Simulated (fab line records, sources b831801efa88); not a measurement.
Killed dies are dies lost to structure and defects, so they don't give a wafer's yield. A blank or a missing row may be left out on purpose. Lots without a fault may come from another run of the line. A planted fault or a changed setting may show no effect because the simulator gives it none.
Which tool did it? | flow sky130 | 13 lots, 39 wafers sampled, at 4 steps of a route of 708

WHAT THE GAUGES READ, wafer by wafer
SKY_VT_ADJUST_HVTR_TW_MEAS_11. Usual: VT_ADJUST_HVTR_TW 210.9, standard deviation 1.
lot  | measured     | on            | VT_ADJUST_HVTR_TW | flag
L317 | day 9 14:53  | film_metro-03 | 211.2 210.5 211.1 |
L318 | day 9 15:35  | film_metro-02 | 210.1 210.5 210.2 |
L319 | day 9 22:51  | film_metro-02 | 210.6 209.1 210.0 |
L320 | day 10 12:20 | film_metro-03 | 210.5 210.3 211.2 |
L321 | day 10 19:35 | film_metro-03 | 210.7 210.7 209.6 |
L322 | day 11 01:11 | film_metro-01 | 210.7 210.8 210.6 |
L323 | day 11 08:42 | film_metro-01 | 210.5 210.6 211.0 |
L324 | day 11 16:53 | film_metro-03 | 210.8 211.2 208.8 |
L326 | day 12 05:01 | film_metro-03 | 211.4 211.4       |
L333 | day 14 06:35 | film_metro-01 | 210.9 211.6 210.9 |
L334 | day 14 14:45 | film_metro-03 | 210.7 209.6 210.3 |
L339 | day 16 03:59 | film_metro-03 | 209.5 210.2 209.5 |
L340 | day 16 12:02 | film_metro-03 | 209.3 208.4 209.4 |

SKY_SD_N_TW_MEAS_12. Usual: SD_N_TW 3998, standard deviation 28.
lot  | measured     | on            | SD_N_TW        | flag
L317 | day 27 19:20 | film_metro-03 | 4015 4006 4023 |
L318 | day 28 01:23 | film_metro-01 | 3990 3985 3984 |
L319 | day 28 13:04 | film_metro-03 | 4023 4032 4037 |
L320 | day 29 06:23 | film_metro-03 | 4003 3986 4002 |
L321 | day 29 14:17 | film_metro-04 | 4008 4000 3994 |
L322 | day 29 19:23 | film_metro-01 | 4032 4019 4005 |
L323 | day 30 08:00 | film_metro-04 | 4000 4007 3992 |
L324 | day 30 13:26 | film_metro-01 | 4008 4022 3990 |
L326 | day 31 01:15 | film_metro-03 | 4044 4025      |
L333 | day 33 01:02 | film_metro-03 | 4034 4012 4014 |
L334 | day 33 16:12 | film_metro-04 | 3994 3977 3993 |
L339 | day 35 03:44 | film_metro-04 | 3958 3972 3964 |
L340 | day 35 08:15 | film_metro-04 | 3925 3922 3944 |

WHICH TOOL RAN EACH LOT (tool, then ch and the chambers of the sampled wafers, then the start)
lot  | SKY_FIELD_ISO_ETCH_15             | SKY_FIELD_ISO_STRIP_16
L317 | rie_diel-01 ch 0,2,3, day 2 07:47 | plasma_asher-01 ch 0,1, day 2 07:50
L318 | rie_diel-02 ch 1,2, day 2 08:50   | plasma_asher-03 ch 0,1, day 2 08:54
L319 | rie_diel-02 ch 1,2,3, day 2 14:20 | plasma_asher-03 ch 0,1, day 2 14:26
L320 | rie_diel-02 ch 1,3, day 2 20:47   | plasma_asher-04 ch 1, day 2 20:51
L321 | rie_diel-04 ch 0,3, day 3 02:38   | plasma_asher-04 ch 0,1, day 3 02:41
L322 | rie_diel-01 ch 2,3, day 3 06:56   | plasma_asher-03 ch 0,1, day 3 06:59
L323 | rie_diel-01 ch 0,1,3, day 3 11:41 | plasma_asher-04 ch 0,1, day 3 11:46
L324 | rie_diel-01 ch 0,1,2, day 3 16:53 | plasma_asher-04 ch 0,1, day 3 16:56
L326 | rie_diel-04 ch 0,3, day 4 04:56   | plasma_asher-03 ch 0,1, day 4 05:01
L333 | rie_diel-01 ch 0,1,3, day 5 16:32 | plasma_asher-03 ch 0,1, day 5 16:35
L334 | rie_diel-02 ch 0,1,2, day 5 21:29 | plasma_asher-03 ch 0,1, day 5 21:35
L339 | rie_diel-01 ch 0,2,3, day 6 23:17 | plasma_asher-03 ch 0,1, day 6 23:20
L340 | rie_diel-02 ch 1,2,3, day 7 05:44 | plasma_asher-03 ch 0,1, day 7 05:47
- SKY_FIELD_ISO_ETCH_15: etches the open film in CHF3/O2, stops on Si, target depth 180 nm, time 72 s.
- SKY_FIELD_ISO_STRIP_16: strips in O2/N2.

WHAT THE TOOLS THEMSELVES READ (means of the sampled wafers that have a number; where no wafer has one, the mark that the record gives instead)
SKY_FIELD_ISO_ETCH_15. Usual: drypump_motor_current_A 5.5 A, standard deviation 0.43; oes_product_au 0.949 a.u., standard deviation 0.0062; throttle_valve_pct 8.844 %, standard deviation 0.0087.
lot  | tool        | drypump_motor_current_A (A) | oes_product_au (a.u.) | throttle_valve_pct (%) | flag
L317 | rie_diel-01 | 5.6                         | 0.951                 | 8.849                  |
L318 | rie_diel-02 | 5.3                         | 0.949                 | 8.845                  |
L319 | rie_diel-02 | 5.1                         | 0.955                 | 8.851                  |
L320 | rie_diel-02 | 4.8                         | 0.952                 | 8.848                  |
L321 | rie_diel-04 | 6.1                         | 0.947                 | 8.842                  |
L322 | rie_diel-01 | 5.6                         | 0.950                 | 8.843                  |
L323 | rie_diel-01 | 5.7                         | 0.940                 | 8.840                  |
L324 | rie_diel-01 | 5.8                         | 0.951                 | 8.845                  |
L326 | rie_diel-04 | 6.1                         | 0.927                 | 8.838                  | OFF
L333 | rie_diel-01 | 5.7                         | 0.951                 | 8.840                  |
L334 | rie_diel-02 | 5.3                         | 0.943                 | 8.836                  |
L339 | rie_diel-01 | 5.6                         | 0.947                 | 8.849                  |
L340 | rie_diel-02 | 5.1                         | 0.943                 | 8.847                  |

SKY_FIELD_ISO_STRIP_16. Usual: drypump_motor_current_A 5.7 A, standard deviation 0.4; oes_product_au 0.378 a.u., standard deviation 0.0048; strip_time_to_endpoint_s 3.55 s, standard deviation 0.036.
lot  | tool            | drypump_motor_current_A (A) | oes_product_au (a.u.) | strip_time_to_endpoint_s (s) | flag
L317 | plasma_asher-01 | 5.4                         | 0.380                 | 3.54                         |
L318 | plasma_asher-03 | 5.7                         | 0.374                 | 3.47                         |
L319 | plasma_asher-03 | 5.7                         | 0.382                 | 3.53                         |
L320 | plasma_asher-04 | 5.8                         | 0.377                 | 3.55                         |
L321 | plasma_asher-04 | 5.7                         | 0.373                 | 3.53                         |
L322 | plasma_asher-03 | 6.0                         | 0.379                 | 3.53                         |
L323 | plasma_asher-04 | 5.7                         | 0.377                 | 3.55                         |
L324 | plasma_asher-04 | 5.6                         | 0.376                 | 3.56                         |
L326 | plasma_asher-03 | 6.0                         | 0.386                 | 3.66                         | OFF
L333 | plasma_asher-03 | 5.7                         | 0.376                 | 3.52                         |
L334 | plasma_asher-03 | 5.7                         | 0.375                 | 3.54                         |
L339 | plasma_asher-03 | 6.0                         | 0.379                 | 3.55                         |
L340 | plasma_asher-03 | 6.0                         | 0.376                 | 3.54                         |

THE ANSWER, worked out from the rows above alone
Rule: a lot is off if the mean of its wafers that have a number lies more than 3 standard deviations from the usual mean. A lot without any number at a reading at which 4 lots or more have one is off too. The other lots that the step has rows for count as sound. The gauges are gone through in route order, then the tools' own readings, and for those a lot's mean is taken as printed above. The first step at which some lot is off is used, and at that step the reading that is off furthest; a lot without a number counts as furthest.
Off: L326, at SKY_FIELD_ISO_ETCH_15 (oes_product_au).
A tool fits if, at that step or a process step before it, it ran every lot that is off, and no sound lot after the first of them. One fits: rie_diel-04 at SKY_FIELD_ISO_ETCH_15. Its last sound lot is L321 (day 3 02:38), its first lot that is off L326 (day 4 04:56): a fault that began between those two fits.
The tool's own readings at SKY_FIELD_ISO_ETCH_15 bear it out: on the lots that are off they differ by more than 5 times the standard deviation of the sound lots' means. oes_product_au reads 0.927 a.u. there against 0.948 a.u. on the sound lots.

WHAT THE SIMULATOR HAD PUT IN
Process parameter drift: rie_diel-04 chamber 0, from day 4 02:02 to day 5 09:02, at SKY_FIELD_ISO_ETCH_15. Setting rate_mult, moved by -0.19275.
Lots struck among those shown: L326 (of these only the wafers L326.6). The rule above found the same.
